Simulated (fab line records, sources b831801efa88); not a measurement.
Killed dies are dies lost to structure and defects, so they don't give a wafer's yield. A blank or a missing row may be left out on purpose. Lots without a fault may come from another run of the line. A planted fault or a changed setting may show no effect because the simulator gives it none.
Problem report in the 8D (eight disciplines) form, filled by code | flow sky130 | the parts of the form that need people (team, actions taken, sign-off) are left out

1. THE PROBLEM
run_length_s at SKY_SONOS_ONO_WET_ETCH_16 reads a mean of 570 s on 3 wafers of 1 lot; wafers without a fault read 309 s with a standard deviation of 3.5. That is +75 standard deviations from the usual mean.
The step: etches SiO2 in dHF, target depth 14 nm, time 280 s.
First seen on wafer L906.2, day 14 10:16, on wet_bench-04. The record holds 14 wafers of 5 lots with a number at this step. Rule for "out", or "out of limits": more than 4 standard deviations from the usual mean. The other wafers with a number count as sound.

2. WHAT IT IS AND WHAT IT IS NOT
question                    | is                     | is not
which readings at this step | run_length_s           | -
which lots                  | L906                   | L915, L919, L920, L921
which wafers of those lots  | all that have a number | -
read on which tools         | wet_bench-04           | wet_bench-01, wet_bench-02
when                        | from day 14 10:16      | up to then (0 sound wafers); but 11 sound wafers of L915, L919, L920, L921 came after

3. SUSPECTS, AND WHAT RULES EACH OUT
Counting: a tool at a process step up to the reading stays a suspect if it ran every lot that is out and no sound lot after the first of them.
- rie_diel-03 at SKY_SONOS_ONO_ETCH_15 (etches the open film in CHF3/O2, target depth 19.52 nm, time 7.8 s): ruled out as a lasting fault. Sound lots L921 ran on it after its first lot that is out, L906 (day 14 10:15).
- wet_bench-04 at SKY_SONOS_ONO_WET_ETCH_16 (etches SiO2 in dHF, target depth 14 nm, time 280 s): ruled out as a lasting fault. Sound lots L920 ran on it after its first lot that is out, L906 (day 14 10:16).
Left after counting: nothing in the record.

4. THE CAUSE (what the simulator had put in)
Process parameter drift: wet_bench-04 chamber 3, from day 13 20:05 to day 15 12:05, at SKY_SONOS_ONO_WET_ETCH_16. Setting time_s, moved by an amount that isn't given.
Counting ruled it out, wrongly.

5. THE CHAIN OF EFFECTS, in route order
Each row: a reading whose mean over the struck wafers that have a number lies more than 3 standard deviations from the usual. Only readings for which the record gives a usual standard deviation are gone through. hours: the time from each lot's start at the first step in this table that gives one to its start at this step, as a median over the lots. sigmas: the change in usual standard deviations.
hours | step                      | reading      | usual | on struck wafers | change | sigmas
0     | SKY_SONOS_ONO_WET_ETCH_16 | run_length_s | 309 s | 570              | +261   | +75
The process steps in it:
- SKY_SONOS_ONO_WET_ETCH_16: etches SiO2 in dHF, target depth 14 nm, time 280 s.
Later measuring or inspecting steps at which every struck wafer that the step has a row for has a number for every such reading, and none has moved that far: SKY_GATE_OXIDE_THK_MEAS_02, SKY_GATE_OXIDE_OVL_MEAS_10, SKY_GATE_OXIDE_TW_MEAS_14, SKY_POLY_GATE_THK_MEAS_01.

6. WHAT WOULD HAVE CAUGHT IT SOONER
In this record the first reading out of limits was taken at day 14 10:16, 14 hours after the fault began at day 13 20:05.
